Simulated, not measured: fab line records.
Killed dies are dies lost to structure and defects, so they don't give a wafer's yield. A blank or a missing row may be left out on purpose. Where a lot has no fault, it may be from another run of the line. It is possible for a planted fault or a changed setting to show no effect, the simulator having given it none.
A lot that was struck, set against a sound lot -- flow sky130 -- 17 out of 708 route steps
Sound: the wafers L345.2, L345.3, L345.6. Struck: wafer L360.4 (left out: L360.3, a lot-mate that was not struck); the cause follows at the end.
Per side, at each step with rows, come the tool, then ch with its chambers, and then its first start. Under that, the readings that differ: sound wafers -- struck wafers -- difference of the means -- sigmas: that difference in standard deviations of wafers without a fault.
alike: words and numbers the same on both sides, and readings whose means are apart by under 2 such deviations; not compared: readings that were withheld, readings missing a value for some wafer, numbers with overlapping values and no deviation given by the record, and bounds like >300 which may hide the same value.
Wherever a step has rows on one side only, a row that says differs or no value, or a row with sigmas, the two part there. When numbers do not overlap yet have no deviation, they are printed without sigmas and do not part them. A reading missing from all wafers of one side parts the sides only when that side holds two or more wafers.

first, 2 steps without rows for these wafers: SKY_CONTACT_PEB_12; SKY_CONTACT_DEVELOP_13 (develop time 60 s).
SKY_CONTACT_CD_MEAS_14 targets a cd of 170 nm.
  sound on cdSem-01, day 32 03:51; struck on cdSem-01, day 36 21:01
  alike: cdNm
SKY_CONTACT_OVL_MEAS_15:
  sound on overlay-02, day 32 03:58; struck on overlay-01, day 36 21:07
  alike: CONTACT_OVL
SKY_CONTACT_ETCH_16: etches BARC in N2/H2, stops on SiO2, time 45.9 s, target depth 60 nm.
  sound on rieDiel-03 ch 2,3, day 32 03:59; struck on rieDiel-02 ch 2, day 36 21:08
  alike: drypumpMotorCurrentA, oesProductAu, throttleValvePct
  not compared: rfHoursCounterH
SKY_CONTACT_ETCH_17: etches SiO2 in C4F8/O2/Ar, stops on Si3N4, target depth 340 nm.
  sound on rieDiel-03 ch 2,3, day 32 04:02; struck on rieDiel-02 ch 2, day 36 21:11
  alike: oesProductAu
SKY_CONTACT_ETCH_18: etches Si3N4 in CHF3/O2, stops on TiN, time 39 s, target depth 75 nm.
  sound on rieDiel-03 ch 2,3; struck on rieDiel-02 ch 2
  alike: drypumpMotorCurrentA, oesProductAu, throttleValvePct
  not compared: rfHoursCounterH
SKY_CONTACT_STRIP_19: strips in O2/N2.
  sound on plasmaAsher-02 ch 0,1, day 32 04:07; struck on plasmaAsher-02 ch 0, day 36 21:18
reading,sound,struck,difference,sigmas
stripTimeToEndpointS (s),3.600 3.622 3.640,3.559,-0.062,-2
  alike: drypumpMotorCurrentA, oesProductAu
  not compared: rfHoursCounterH
then, 3 steps without rows for these wafers: SKY_CONTACT_STRIP_20 (strips in post etch residue remover, time 1200 s); SKY_CONTACT_CLEAN_21 (cleans in IPA, time 180 s); SKY_CONTACT_CLEAN_22 (cleans in O3/DIW).
SKY_CONTACT_SPUTTER_23: material TiN, target thk 20 nm, time 80 s.
  sound on pvdSputter-04, day 32 04:45; struck on pvdSputter-04, day 36 21:52
  alike: throttleValvePct
SKY_CONTACT_CVD_24: deposits W, target thk 340 nm, time 102.12 s.
  sound on cvdW-01 ch 0,1, day 32 04:49; struck on cvdW-02 ch 1, day 36 21:58
reading,sound,struck,difference,sigmas
heaterPowerW (W),907 1005 1003,749,-223,-3
model.W_of_CONTACT_CVD_24.thkNm (nm),342.4 333.1 337.7,304.2,-33.5,
SKY_CONTACT_RS_MEAS_25: the measuring method here is four-point-probe.
  sound on filmMetro-01, day 32 04:57; struck on filmMetro-04, day 36 22:05
reading,sound,struck,difference,sigmas
CONTACT_W_RS (ohm/sq),0.335 0.346 0.341,0.378,+0.037,+12
SKY_CONTACT_THK_MEAS_26: measures by xrf.
  sound on filmMetro-01, day 32 05:04; struck on filmMetro-04, day 36 22:11
reading,sound,struck,difference,sigmas
CONTACT_W_THK (nm),338 329 334,305,-29,-6
then, 1 step without rows for these wafers: SKY_CONTACT_CMP_27 (polishes, stops on SiO2, t overpolish 15 s, target thk 0 nm).
-- the record jumps here: 13 days lie between the struck wafers' starts before and after (it left off in module CONTACT and takes up again in module PAD_OPEN, whose first step shown is number 708 of the route) --
SKY_PAD_OPEN_PROBE_99:
  sound on prober-02, day 46 06:10; struck on prober-02, day 49 16:52
reading,sound,struck,difference,sigmas
killedAtFrontEnd,20 15 16,7,-10,-2
  alike: killed_at_M0_to_M3, killed_at_M4_up, killedAtContacts, killedAtOther, killedDies, killedOpen, killedShort

== WHERE THEY PART ==
First at SKY_CONTACT_STRIP_19; last, within this record, at SKY_PAD_OPEN_PROBE_99.

WHY: what had been put in by the simulator
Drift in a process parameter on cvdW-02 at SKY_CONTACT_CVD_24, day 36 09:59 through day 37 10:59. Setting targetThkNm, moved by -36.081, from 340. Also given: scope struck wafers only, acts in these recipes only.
